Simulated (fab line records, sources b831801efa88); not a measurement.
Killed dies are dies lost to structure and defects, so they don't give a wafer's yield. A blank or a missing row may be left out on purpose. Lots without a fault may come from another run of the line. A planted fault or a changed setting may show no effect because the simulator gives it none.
Which tool did it? | flow gf180mcu | 6 lots, 18 wafers sampled, at 2 steps of a route of 602

WHAT THE GAUGES READ, wafer by wafer
GF_STI_THK_MEAS_04.
lot  | measured    | on            | STI_CVD_03_THK (nm)
L987 | day 1 23:59 | film_metro-02 | 209.2 207.1 206.4
L992 | day 3 00:34 | film_metro-02 | 205.5 205.7 206.1
L996 | day 3 21:05 | film_metro-01 | 208.9 209.0 208.5
L998 | day 4 06:34 | film_metro-01 | 207.2 207.7 209.0
L102 | day 5 03:58 | film_metro-01 | 206.4 207.3 207.5
L105 | day 5 17:35 | film_metro-01 | 206.5 208.2 206.3

WHICH TOOL RAN EACH LOT (tool, then ch and the chambers of the sampled wafers, then the start)
lot  | GF_STI_CVD_03
L987 | lpcvd-02 ch 1, day 1 21:59
L992 | lpcvd-01 ch 1, day 2 22:34
L996 | lpcvd-02 ch 0, day 3 19:05
L998 | lpcvd-02 ch 0, day 4 04:34
L102 | lpcvd-01 ch 0, day 5 01:58
L105 | lpcvd-01 ch 0, day 5 15:34
- GF_STI_CVD_03: deposits Si3N4 from DCS/NH3, target thk 207.16 nm, time 3551 s.

THE ANSWER, worked out from the rows above alone
Rule: what is usual is taken from the lots themselves. Put in order of their means at a reading, lots are off if they are a third of the lots or fewer, leave a main group of 4 or more, and stand apart from it by a gap of 3 or more times the standard deviation of the main group's means; of several such gaps the widest counts. A main group whose means are all the same, to the digits that the tables above print for the reading, isn't used. A lot without any number at a reading at which 4 lots or more have one is off too. The other lots that the step has rows for count as sound.
No lot is off at any reading shown: from this, nothing can be told.

WHAT THE SIMULATOR HAD PUT IN
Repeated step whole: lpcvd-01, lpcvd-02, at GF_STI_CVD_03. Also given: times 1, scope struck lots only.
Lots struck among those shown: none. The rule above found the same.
